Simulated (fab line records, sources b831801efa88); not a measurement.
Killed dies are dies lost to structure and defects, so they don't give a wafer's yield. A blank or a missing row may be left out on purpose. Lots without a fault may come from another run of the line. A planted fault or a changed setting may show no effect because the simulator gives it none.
Problem report in the 8D (eight disciplines) form, filled by code | flow sky130 | the parts of the form that need people (team, actions taken, sign-off) are left out

1. THE PROBLEM
strip_time_to_endpoint_s at SKY_CAP2M_STRIP_14 reads a mean of 12.06 s on 3 wafers of 2 lots; wafers without a fault read 12.64 s with a standard deviation of 0.047. That is -12 standard deviations from the usual mean.
The step: strips in O2/N2.
First seen on wafer L438.1, day 45 08:45, on plasma_asher-02. The record holds 30 wafers of 10 lots with a number at this step. Rule for "out", or "out of limits": more than 4 standard deviations from the usual mean. The other wafers with a number count as sound.

2. WHAT IT IS AND WHAT IT IS NOT
question                    | is                               | is not
which readings at this step | strip_time_to_endpoint_s         | drypump_motor_current_A, oes_product_au
which lots                  | L438, L440                       | L420, L422, L424, L427, L428, L431, L441, L442
which wafers of those lots  | L438.1, L438.5, L440.1           | L438.4, L440.2, L440.6
read on which tools         | plasma_asher-02, plasma_asher-04 | plasma_asher-03
when                        | from day 45 08:45                | up to then (19 sound wafers); but 8 sound wafers of L440, L441, L442 came after

3. SUSPECTS, AND WHAT RULES EACH OUT
Counting: a tool at a process step up to the reading stays a suspect if it ran every lot that is out. Sound lots after the first of them don't rule it out here, since some wafers of a struck lot are sound.
- rie_diel-01 at SKY_VIA3_ETCH_14 (etches BARC in N2/H2, stops on SiO2, time 45.9 s, target depth 60 nm): kept. It ran every lot that is out, first L438 (day 44 10:24); its last sound lot up to then is L431 (day 42 11:47).
- rie_metal-02 at SKY_CAP2M_METAL_ETCH_13 (etches TiN in Cl2/BCl3, stops on SiO2, target depth 220 nm, time 62.9 s): kept. It ran every lot that is out, first L438 (day 45 08:41); its last sound lot up to then is L428 (day 42 19:36).
- Within rie_metal-02 at SKY_CAP2M_METAL_ETCH_13: the wafers that are out ran in chamber 0; their sound lot-mates ran in chamber 1.
Left after counting: rie_diel-01 at SKY_VIA3_ETCH_14, rie_metal-02 at SKY_CAP2M_METAL_ETCH_13.

4. THE CAUSE (what the simulator had put in)
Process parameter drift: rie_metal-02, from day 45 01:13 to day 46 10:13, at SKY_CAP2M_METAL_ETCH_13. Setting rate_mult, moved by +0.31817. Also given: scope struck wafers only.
Counting left 2 suspects, and this tool is among them.

5. THE CHAIN OF EFFECTS, in route order
Each row: a reading whose mean over the struck wafers that have a number lies more than 3 standard deviations from the usual. Only readings for which the record gives a usual standard deviation are gone through. hours: the time from each lot's start at the first step in this table that gives one to its start at this step, as a median over the lots. sigmas: the change in usual standard deviations.
hours | step               | reading                  | usual      | on struck wafers | change | sigmas
0     | SKY_CAP2M_STRIP_14 | strip_time_to_endpoint_s | 12.64 s    | 12.06            | -0.58  | -12
22    | SKY_METAL4_ETCH_17 | oes_product_au           | 0.755 a.u. | 0.583            | -0.172 | -27
The process steps in it:
- SKY_CAP2M_STRIP_14: strips in O2/N2.
- SKY_METAL4_ETCH_17: etches SiO2 in C4F8/O2/Ar, stops on TiN, time 3.9 s, target depth 15 nm.

6. WHAT WOULD HAVE CAUGHT IT SOONER
In this record the first reading out of limits was taken at day 45 08:45, 8 hours after the fault began at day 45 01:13.
Of the tool readings at SKY_CAP2M_METAL_ETCH_13 for which the record gives a usual standard deviation, none was out on any struck wafer, so an alarm limit of 4 standard deviations on them would not have fired.
Of the lots that are out (2), L440 began SKY_CAP2M_METAL_ETCH_13 on rie_metal-02 after day 45 08:45. A hold on the tool at that time would have spared it.
